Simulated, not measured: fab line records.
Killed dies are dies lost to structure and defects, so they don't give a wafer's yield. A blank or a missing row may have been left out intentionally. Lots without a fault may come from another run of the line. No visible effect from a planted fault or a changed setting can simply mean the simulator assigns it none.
fab line records	flow sky130
record: lots: 6	wafers: 18	last-day: 49
route steps=708 shown METAL1@436 PAD_OPEN@708
lots untouched by any fault: they come from a run of this same line in which no faults occurred
start-h: hours from the record's first day to the start of the lot's first wafer shown	wait-h: time in hours since the lot's previous step	" identical to the entry in the row above	L1.1+2: several wafers, shown together as one row	- no value, or no start given	* or withheld: withheld	< > ~ a bound
route shown NAME@n: names a module that has steps shown in the file, with the first one's number in the route	usual: average and standard deviation across the fault-free wafers	same: alike in all rows	chamber/n: place in a boat	sites: per-site readings	_std_site: the values' standard deviation	_edge_site: mean of outer sites minus mean of inner sites	radius-mm: for every site, how far away it sits from the centre of the wafer	mask NAME#n: copy n	behind: the tool/chamber that last shaped the wafer	hold: the reason the lot was held/the length of the hold in hours/how it ended	device: transistor that didn't switch, given as n, p or np	end of line: tests of these same wafers at the route's end	a step given without rows: its recipe and nothing more	killed: not the wafer's yield, but the dies lost to structure and defects at the first sort	map: dies across one wafer; x = killed, . = not, _ = none there
set.NAME: setting as actually run; set.NAME@STEP: the setting as run at that earlier step	model.NAME: the simulator's own value behind a step, which no gauge read
lots at selected steps of the route; one table per step, one row per wafer
services: a tool's chamber out of use, with start hour (start-h, from the record's first day; less than 0 if before it), hours out, and reason
== steps ==
step: SKY_METAL1_SPUTTER_02
recipe: material: AlCu	target-thk-nm: 250	power-w: 10600	time-s: 13.3	chamber-pressure-pa: 0.4
usual: throttle-valve-pct: 29.5/0.88
lot.wafer	tool	chamber	start-h	wait-h	throttle-valve-pct
L378.2	pvd-sputter-02	-	754.47	0.0	29.8
L378.4	"	-	"	"	29.2
L378.5	"	-	"	"	29.6
L381.2	pvd-sputter-02	-	779.77	0.0	29.2
L381.5	"	-	"	"	29.6
L381.6	"	-	"	"	29.6
L389.3	pvd-sputter-03	-	844.62	0.0	29.1
L389.4	"	-	"	"	31.6
L389.6	"	-	"	"	28.6
L391.1	pvd-sputter-04	-	860.92	0.0	30.0
L391.3	"	-	"	"	28.6
L391.6	"	-	"	"	29.2
L394.1	pvd-sputter-02	-	878.72	0.0	29.2
L394.2	"	-	"	"	27.8
L394.5	"	-	"	"	27.8
L396.3	pvd-sputter-03	-	887.50	0.0	31.2
L396.5	"	-	"	"	28.8
L396.6	"	-	"	"	30.3
step: SKY_METAL1_SPUTTER_03
recipe: material: Ti	target-thk-nm: 5	power-w: 3000	time-s: 3.3	chamber-pressure-pa: 0.4165
usual: throttle-valve-pct: 29.5/0.89
lot.wafer	tool	chamber	start-h	wait-h	throttle-valve-pct
L378.2	pvd-sputter-02	-	754.49	0.0	29.7
L378.4	"	-	"	"	29.0
L378.5	"	-	"	"	29.7
L381.2	pvd-sputter-02	-	779.80	0.0	29.0
L381.5	"	-	"	"	29.4
L381.6	"	-	"	"	29.5
L389.3	pvd-sputter-03	-	844.64	0.0	28.4
L389.4	"	-	"	"	31.1
L389.6	"	-	"	"	28.7
L391.1	pvd-sputter-04	-	860.94	0.0	30.3
L391.3	"	-	"	"	29.0
L391.6	"	-	"	"	29.2
L394.1	pvd-sputter-02	-	878.74	0.0	29.2
L394.2	"	-	"	"	27.7
L394.5	"	-	"	"	27.7
L396.3	pvd-sputter-03	-	887.53	0.0	31.6
L396.5	"	-	"	"	28.6
L396.6	"	-	"	"	30.3
step: SKY_METAL1_SPUTTER_04
recipe: material: TiN	target-thk-nm: 70	power-w: 6500	time-s: 58.3	chamber-pressure-pa: 0.4
usual: throttle-valve-pct: 29.4/0.9
lot.wafer	tool	chamber	start-h	wait-h	throttle-valve-pct
L378.2	pvd-sputter-02	-	754.51	0.0	29.9
L378.4	"	-	"	"	29.3
L378.5	"	-	"	"	29.7
L381.2	pvd-sputter-02	-	779.81	0.0	28.9
L381.5	"	-	"	"	29.6
L381.6	"	-	"	"	29.6
L389.3	pvd-sputter-03	-	844.66	0.0	28.7
L389.4	"	-	"	"	31.5
L389.6	"	-	"	"	28.7
L391.1	pvd-sputter-04	-	860.96	0.0	30.2
L391.3	"	-	"	"	29.1
L391.6	"	-	"	"	29.0
L394.1	pvd-sputter-02	-	878.76	0.0	29.3
L394.2	"	-	"	"	27.6
L394.5	"	-	"	"	27.6
L396.3	pvd-sputter-03	-	887.54	0.0	31.5
L396.5	"	-	"	"	28.6
L396.6	"	-	"	"	30.4
step: SKY_METAL1_RS_MEAS_05
recipe: thk-meas-gauge: four-point-probe	reads: TiN_of_METAL1_SPUTTER_04+Ti_of_METAL1_SPUTTER_03+AlCu_of_METAL1_SPUTTER_02+TiN_of_METAL1_SPUTTER_01+Ti_of_METAL1_SPUTTER_00
usual: METAL1_ALCU_RS: 0.1267/0.0015
lot.wafer	tool	chamber	start-h	wait-h	METAL1_ALCU_RS[ohm/sq]
L378.2	film-metro-03	-	754.58	0.0	0.1295
L378.4	"	-	"	"	0.1285
L378.5	"	-	"	"	0.1274
L381.2	film-metro-03	-	779.88	0.0	0.1282
L381.5	"	-	"	"	0.1289
L381.6	"	-	"	"	0.1282
L389.3	film-metro-03	-	844.75	0.1	0.1242
L389.4	"	-	"	"	0.1255
L389.6	"	-	"	"	0.1253
L391.1	film-metro-03	-	861.01	0.0	0.1276
L391.3	"	-	"	"	0.1265
L391.6	"	-	"	"	0.1273
L394.1	film-metro-02	-	878.81	0.0	0.1259
L394.2	"	-	"	"	0.1266
L394.5	"	-	"	"	0.1269
L396.3	film-metro-02	-	887.63	0.1	0.1255
L396.5	"	-	"	"	0.1246
L396.6	"	-	"	"	0.1270
step: SKY_METAL1_THK_MEAS_06
recipe: thk-meas-gauge: xrf	reads: AlCu_of_METAL1_SPUTTER_02
usual: METAL1_ALCU_THK: 246/3.5
lot.wafer	tool	chamber	start-h	wait-h	METAL1_ALCU_THK[nm]
L378.2	film-metro-03	-	754.69	0.1	241
L378.4	"	-	"	"	244
L378.5	"	-	"	"	243
L381.2	film-metro-03	-	779.99	0.1	240
L381.5	"	-	"	"	240
L381.6	"	-	"	"	240
L389.3	film-metro-03	-	844.85	0.1	248
L389.4	"	-	"	"	243
L389.6	"	-	"	"	246
L391.1	film-metro-03	-	861.13	0.1	242
L391.3	"	-	"	"	244
L391.6	"	-	"	"	243
L394.1	film-metro-02	-	878.93	0.1	250
L394.2	"	-	"	"	247
L394.5	"	-	"	"	247
L396.3	film-metro-02	-	887.73	0.1	250
L396.5	"	-	"	"	251
L396.6	"	-	"	"	247
step: SKY_METAL1_DEHYDRATE_07
recipe: temp-c: 200	time-s: 60
step: SKY_METAL1_HMDS_08
recipe: prime-time-s: 60	prime-temp-c: 120
step: SKY_METAL1_COAT_09
recipe: resist: BARC	temp-c: withheld	time-s: withheld	spin-rpm: 3000	resist-thk-nm: 60
step: SKY_METAL1_COAT_10
recipe: resist: KrF-thick	spin-rpm: 3000	resist-thk-nm: 450
step: SKY_METAL1_SOFTBAKE_11
recipe: temp-c: 100	time-s: 90	resist: KrF-thick
step: SKY_METAL1_EXPOSE_12
recipe: mask-id: MM1	na: 0.8	source-shape: annular	sigma-inner: 0.55	sigma-outer: 0.85	target-cd-nm: 140	dose-mj: 28
step: SKY_METAL1_PEB_13
recipe: peb-temp-c: withheld	peb-time-s: withheld	resist: KrF-thick
step: SKY_METAL1_DEVELOP_14
recipe: develop-time-s: 60	resist: KrF-thick	dev-temp-c: 21
usual: chill-plate-temp-C: 22.99/0.11	developer-temp-C: 21.00/0.098
lot.wafer	tool	chamber	start-h	wait-h	chill-plate-temp-C	developer-temp-C
L378.2	litho-track-03	0	781	-	22.82	21.09
L378.4	"	0	"	"	22.85	21.07
L378.5	"	0	"	"	22.98	21.21
L381.2	litho-track-04	0	806	-	23.05	21.05
L381.5	"	0	"	"	22.95	21.01
L381.6	"	0	"	"	22.87	21.01
L389.3	litho-track-03	0	870	-	23.00	21.47
L389.4	"	0	"	"	23.15	21.62
L389.6	"	0	"	"	23.06	21.58
L391.1	litho-track-03	0	886	-	23.24	21.45
L391.3	"	0	"	"	22.94	21.51
L391.6	"	0	"	"	23.00	21.61
L394.1	litho-track-01	0	904	-	22.99	20.96
L394.2	"	0	"	"	22.96	21.13
L394.5	"	0	"	"	23.00	20.95
L396.3	litho-track-04	0	912	-	23.15	20.88
L396.5	"	0	"	"	23.10	20.93
L396.6	"	0	"	"	23.10	20.98
step: SKY_METAL1_CD_MEAS_15
recipe: target-cd-nm: 140
usual: cd-nm: 139.7/1.5
lot.wafer	tool	chamber	start-h	wait-h	cd-nm
L378.2	cd-sem-01	-	781.82	-	142.1
L378.4	"	-	"	"	140.5
L378.5	"	-	"	"	141.5
L381.2	cd-sem-02	-	806.34	-	139.0
L381.5	"	-	"	"	140.1
L381.6	"	-	"	"	139.9
L389.3	cd-sem-02	-	870.44	-	140.8
L389.4	"	-	"	"	139.2
L389.6	"	-	"	"	141.2
L391.1	cd-sem-01	-	886.80	-	138.8
L391.3	"	-	"	"	138.2
L391.6	"	-	"	"	138.3
L394.1	cd-sem-01	-	904.44	-	139.6
L394.2	"	-	"	"	137.8
L394.5	"	-	"	"	138.3
L396.3	cd-sem-01	-	913.08	-	141.4
L396.5	"	-	"	"	141.1
L396.6	"	-	"	"	139.4
step: SKY_PAD_OPEN_PROBE_99
usual: defect-limited-yield: 82.2/2.2	killed_at_M0_to_M3: 45/7.1	killed_at_M4_up: 3.0/1.8	killed-at-contacts: 24/5.4	killed-at-front-end: 16/4.9	killed-at-other: 0.3/0.63	killed-dies: 88/11	killed-open: 47/7.4	killed-short: 40/7	sort_bin_3_pad_short: 1.0/0.43	sort_bin_5_function: 10.6/1.7	sort_bin_6_memory: 6.3/1.1	sort-n-pass: 404/11	sort-yield-pct: 82.2/2.2
same: gross-dies: 492	killed-at-back-side: 0	sort_bin_4_leakage[%]: 0	sort_bin_8_speed[%]: 0
lot.wafer	tool	chamber	start-h	wait-h	defect-limited-yield[%]	killed_at_M0_to_M3	killed_at_M4_up	killed-at-contacts	killed-at-front-end	killed-at-other	killed-dies	killed-open	killed-short	sort_bin_3_pad_short[%]	sort_bin_5_function[%]	sort_bin_6_memory[%]	sort-n-pass	sort-yield-pct[%]
L378.2	prober-01	-	1089.73	0.1	79.3	55	2	33	12	0	102	54	48	0.8	12.2	7.7	390	79.3
L378.4	prober-01	-	1089.83	0.2	83.5	43	3	24	11	0	81	47	33	0.8	9.8	5.9	411	83.5
L378.5	prober-01	-	1089.88	0.2	81.9	49	1	28	11	0	89	40	48	0.2	11.4	6.5	403	81.9
L381.2	prober-02	-	1107.29	0.1	83.5	37	4	24	16	0	81	44	37	0.6	10.0	5.9	411	83.5
L381.5	prober-02	-	1107.44	0.2	83.5	40	2	21	16	2	81	43	38	1.0	10.0	5.5	411	83.5
L381.6	prober-02	-	1107.49	0.2	84.1	36	3	21	18	0	78	37	41	1.2	9.6	5.1	414	84.1
L389.3	prober-02	-	1155.10	0.2	84.1	43	3	18	14	0	78	47	31	0.8	9.8	5.3	414	84.1
L389.4	prober-02	-	1155.15	0.2	85.4	30	2	19	20	1	72	32	40	1.6	7.5	5.5	420	85.4
L389.6	prober-02	-	1155.25	0.2	81.9	57	0	15	17	0	89	38	51	1.6	10.6	5.9	403	81.9
L391.1	prober-02	-	1167.21	0.1	79.5	57	3	22	17	2	101	49	50	0.8	13.0	6.7	391	79.5
L391.3	prober-02	-	1167.31	0.2	81.9	39	5	27	18	0	89	57	32	0.6	10.6	6.9	403	81.9
L391.6	prober-02	-	1167.46	0.2	80.3	49	0	27	19	2	97	53	43	1.0	12.0	6.7	395	80.3
L396.3	prober-01	-	1184.79	0.2	81.7	48	3	31	8	0	90	46	44	1.0	9.8	7.5	402	81.7
L396.5	prober-01	-	1184.89	0.2	85.6	37	2	20	11	1	71	37	34	1.0	7.9	5.5	421	85.6
L396.6	prober-01	-	1184.94	0.2	82.3	49	2	25	10	1	87	46	41	0.6	9.1	7.9	405	82.3
killed by level:class
L378.2 CONTACT:geometric-particle:open=12 VIA1:geometric-particle:open=12 VIA2:geometric-particle:open=10 METAL1:geometric-particle:short=7 CONTACT:geometric-particle:short=6 VIA3:geometric-particle:open=6 LI_CONTACT:geometric-particle:open=5 LOCAL_INTERCONNECT:geometric-particle:short=5
L378.4 VIA1:geometric-particle:open=16 CONTACT:geometric-particle:open=9 LI_CONTACT:geometric-particle:open=5 VIA1:geometric-particle:short=5 METAL2:geometric-particle:short=5 VIA3:geometric-particle:open=5 POLY_GATE:geometric-particle:open=3 LOCAL_INTERCONNECT:geometric-particle:short=3
L378.5 VIA2:geometric-particle:open=9 METAL2:geometric-particle:short=9 VIA3:geometric-particle:open=8 LOCAL_INTERCONNECT:geometric-particle:short=7 CONTACT:geometric-particle:open=7 CONTACT:geometric-particle:short=7 VIA1:geometric-particle:open=6 METAL1:geometric-particle:short=5
L381.2 CONTACT:geometric-particle:open=10 METAL2:geometric-particle:short=10 VIA1:geometric-particle:short=6 LI_CONTACT:geometric-particle:open=6 VIA1:geometric-particle:open=6 LI_CONTACT:geometric-particle:short=5 VIA3:geometric-particle:open=5 POLY_GATE:geometric-particle:open=4
L381.5 VIA1:geometric-particle:open=11 CONTACT:geometric-particle:open=8 METAL1:geometric-particle:short=6 LOCAL_INTERCONNECT:geometric-particle:short=4 CONTACT:geometric-particle:short=4 VIA3:geometric-particle:short=4 VIA3:geometric-particle:open=4 FIELD_ISO:geometric-particle:short=3
L381.6 LI_CONTACT:geometric-particle:open=6 METAL2:geometric-particle:short=6 FIELD_ISO:geometric-particle:short=5 POLY_GATE:geometric-particle:open=5 LOCAL_INTERCONNECT:geometric-particle:short=5 CONTACT:geometric-particle:open=5 METAL1:geometric-particle:short=5 VIA3:geometric-particle:open=5
L389.3 VIA1:geometric-particle:open=11 METAL1:geometric-particle:short=8 POLY_GATE:geometric-particle:open=7 CONTACT:geometric-particle:open=7 METAL2:geometric-particle:short=6 VIA2:geometric-particle:open=5 LOCAL_INTERCONNECT:geometric-particle:short=4 METAL1:geometric-particle:open=4
L389.4 CONTACT:geometric-particle:open=8 POLY_GATE:geometric-particle:short=6 METAL1:geometric-particle:short=6 FIELD_ISO:geometric-particle:open=5 FIELD_ISO:geometric-particle:short=5 VIA3:geometric-particle:short=5 METAL2:geometric-particle:short=5 VIA2:geometric-particle:open=5
L389.6 VIA1:geometric-particle:open=13 METAL1:geometric-particle:short=9 METAL2:geometric-particle:short=8 VIA1:geometric-particle:short=6 POLY_GATE:geometric-particle:short=5 LI_CONTACT:geometric-particle:short=5 VIA2:geometric-particle:open=5 FIELD_ISO:geometric-particle:open=4
L391.1 VIA3:geometric-particle:open=15 VIA1:geometric-particle:short=9 VIA1:geometric-particle:open=8 METAL1:geometric-particle:short=8 CONTACT:geometric-particle:open=7 VIA2:geometric-particle:short=7 CONTACT:geometric-particle:short=6 POLY_GATE:geometric-particle:short=5
L391.3 VIA1:geometric-particle:open=10 LI_CONTACT:geometric-particle:open=9 VIA3:geometric-particle:open=9 CONTACT:geometric-particle:open=8 POLY_GATE:geometric-particle:short=6 POLY_GATE:geometric-particle:open=6 LOCAL_INTERCONNECT:geometric-particle:short=6 METAL1:geometric-particle:short=6
L391.6 CONTACT:geometric-particle:open=10 LI_CONTACT:geometric-particle:open=8 METAL1:geometric-particle:short=8 CONTACT:geometric-particle:short=7 VIA3:geometric-particle:open=7 VIA1:geometric-particle:open=7 VIA2:geometric-particle:open=7 POLY_GATE:geometric-particle:open=6
L396.3 CONTACT:geometric-particle:open=13 VIA2:geometric-particle:open=8 METAL2:geometric-particle:short=7 LI_CONTACT:geometric-particle:short=6 METAL1:geometric-particle:short=6 VIA3:geometric-particle:open=6 LI_CONTACT:geometric-particle:open=5 VIA1:geometric-particle:open=5
L396.5 VIA2:geometric-particle:open=9 CONTACT:geometric-particle:open=7 VIA3:geometric-particle:open=7 CONTACT:geometric-particle:short=6 LI_CONTACT:geometric-particle:open=5 POLY_GATE:geometric-particle:short=4 METAL3:geometric-particle:short=4 METAL1:geometric-particle:short=4
L396.6 VIA2:geometric-particle:open=10 VIA3:geometric-particle:open=10 CONTACT:geometric-particle:open=8 METAL1:geometric-particle:short=7 LI_CONTACT:geometric-particle:open=6 LOCAL_INTERCONNECT:geometric-particle:short=6 METAL2:geometric-particle:short=6 VIA1:geometric-particle:open=5
== services ==
tool	chamber	start-h	hours	kind
pvd-sputter-02	-	739.33	5.9	repair
litho-track-01	-	741.27	-	consumable-replace:filter
pvd-sputter-04	-	756.06	1.0	repair
pvd-sputter-04	-	769.78	1.7	repair
pvd-sputter-02	-	770.39	3.0	repair
pvd-sputter-04	-	798.26	5.9	repair
pvd-sputter-04	-	811.54	4.9	repair
pvd-sputter-04	-	816.81	1.2	repair
litho-track-01	-	824.55	-	consumable-replace:filter
pvd-sputter-02	-	849.06	1.5	repair
pvd-sputter-04	-	851.12	7.5	repair
pvd-sputter-03	-	891.68	1.9	repair
== key ==
first-sign: step: SKY_METAL1_DEVELOP_14	reading: developer-temp-C	direction: up	sigmas: 5.5	usual: *	struck: *
effect none on later readings
met-at SKY_METAL1_DEVELOP_14
struck-wafers L389.3,L389.4,L389.6,L391.1,L391.3,L391.6
onset-between 781 870
fault: kind: process-parameter-drift	tool: litho-track-03	chamber: -	onset-h: 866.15	steps: SKY_METAL1_DEVELOP_14	channel: dev-temp-c	offset: *	shape: step	end-h: 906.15	acts-in: *	stated: *
